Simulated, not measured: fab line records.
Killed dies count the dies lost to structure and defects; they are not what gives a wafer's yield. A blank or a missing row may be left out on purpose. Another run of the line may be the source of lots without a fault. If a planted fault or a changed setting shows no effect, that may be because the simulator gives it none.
Struck lot and sound lot, side by side    flow sky130    16 steps out of a route of 708
Sound: these wafers, L210.1, L210.2, L210.4. Wafers L214.2, L214.4, L214.5 were the ones struck. The cause comes at the end.
Each step with rows lists, per side, the tool, then ch with its chambers, then its first start. Under that, the readings that differ: sound wafers    struck wafers    difference of the means    sigmas: that difference in standard deviations of wafers without a fault.
alike: a reading whose means differ by less than 2 such deviations, as well as words and numbers matching on both sides. not compared: withheld readings; readings where some wafer has no value; bounds like >300 that might hide an equal value; numbers whose values overlap and for which the record gives no deviation.
Wherever a step has rows on one side only, a row that says differs or no value, or a row with sigmas, the two part there. When numbers do not overlap yet have no deviation, they are printed without sigmas and do not part them. A reading that every wafer of one side lacks parts them only if that side has two wafers or more.

SKY_LDD_HVN_OVL_MEAS_07:
  struck on overlay-02, day 25 00:21; sound on overlay-01, day 23 16:41
  alike: LDD_HVN_OVL
following that, these wafers have no rows for 1 step: SKY_LDD_HVN_IMPLANT_08.
SKY_LDD_HVN_STRIP_09: strips in O2/N2.
  sound on plasma asher-01 ch 0,1, day 23 16:52; struck on plasma asher-01 ch 0,1, day 25 00:39
  alike: drypump motor current A, oes product au, strip time to endpoint s
  not compared: rf hours counter h
SKY_LDD_HVN_TW_MEAS_10:
  struck on film metro-01, day 25 00:46; sound on film metro-03, day 23 16:58
  alike: LDD_HVN_TW
then, 7 steps without rows for these wafers: SKY_LDD_HVP_DEHYDRATE_00 (time 60 s); SKY_LDD_HVP_HMDS_01 (prime time 60 s); SKY_LDD_HVP_COAT_02 (resist thk 300 nm); SKY_LDD_HVP_SOFTBAKE_03 (time 60 s); SKY_LDD_HVP_EXPOSE_04 (exposes mask HVPTM, target cd 700 nm); SKY_LDD_HVP_PEB_05; SKY_LDD_HVP_DEVELOP_06 (develop time 60 s).
SKY_LDD_HVP_OVL_MEAS_07:
  struck on overlay-02, day 26 05:18; sound on overlay-01, day 24 22:44
  alike: LDD_HVP_OVL
SKY_LDD_HVP_IMPLANT_08:
  sound on implanter-01 ch 0, day 24 22:47; struck on implanter-01 ch 0, day 26 05:21
reading                           sound                       struck                         difference  sigmas
beam on s (s)                     9.99 9.87 9.51              11.27 11.30 11.18              +1.46       +7
end station pressure torr (Torr)  4.77e-06 4.98e-06 4.94e-06  7.364e-05 6.947e-05 7.567e-05  +6.803e-05  +99 or more
faraday current uA                95.9 97.2 100.7             83.6 82.9 83.5                 -14.6       -8
  alike: dose ions cm2
SKY_LDD_HVP_STRIP_09: strips in O2/N2.
  sound on plasma asher-02 ch 0,1, day 24 22:56; struck on plasma asher-02 ch 0,1, day 26 05:29
  alike: drypump motor current A, oes product au, strip time to endpoint s
  not compared: rf hours counter h
SKY_LDD_HVP_TW_MEAS_10:
  struck on film metro-03, day 26 05:49; sound on film metro-01, day 24 23:02
reading     sound              struck             difference  sigmas
LDD_HVP_TW  449.7 450.6 448.3  472.5 469.1 471.5  +21.5       +7
  not compared: hold
-- here the record skips 23 days between the struck wafers' starts before and after, leaving off in module LDD_HVP and picking up in module PAD_OPEN (first step shown: number 708 of the route) --
SKY_PAD_OPEN_PROBE_99:
  struck on prober-01, day 48 21:13; sound on prober-02, day 47 22:49
reading                         sound           struck          difference  sigmas
model.etest.tip_p_5v.rs ohm sq  2841 2833 2820  2630 2615 2644  -202        
  alike: killed_at_M0_to_M3, killed_at_M4_up, killed at contacts, killed at front end, killed at other, killed dies, killed open, killed short

WHERE THEY PART
Earliest at SKY_LDD_HVP_IMPLANT_08; latest, in this record, at SKY_LDD_HVP_TW_MEAS_10. Later steps at which nothing parts them and some readings are alike: SKY_PAD_OPEN_PROBE_99.

WHY: what had been put in by the simulator
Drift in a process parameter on implanter-01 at SKY_LDD_HVP_IMPLANT_08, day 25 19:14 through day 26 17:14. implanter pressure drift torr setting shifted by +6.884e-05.
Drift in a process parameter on implanter-01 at SKY_LDD_HVP_IMPLANT_08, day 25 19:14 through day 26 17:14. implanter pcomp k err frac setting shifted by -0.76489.
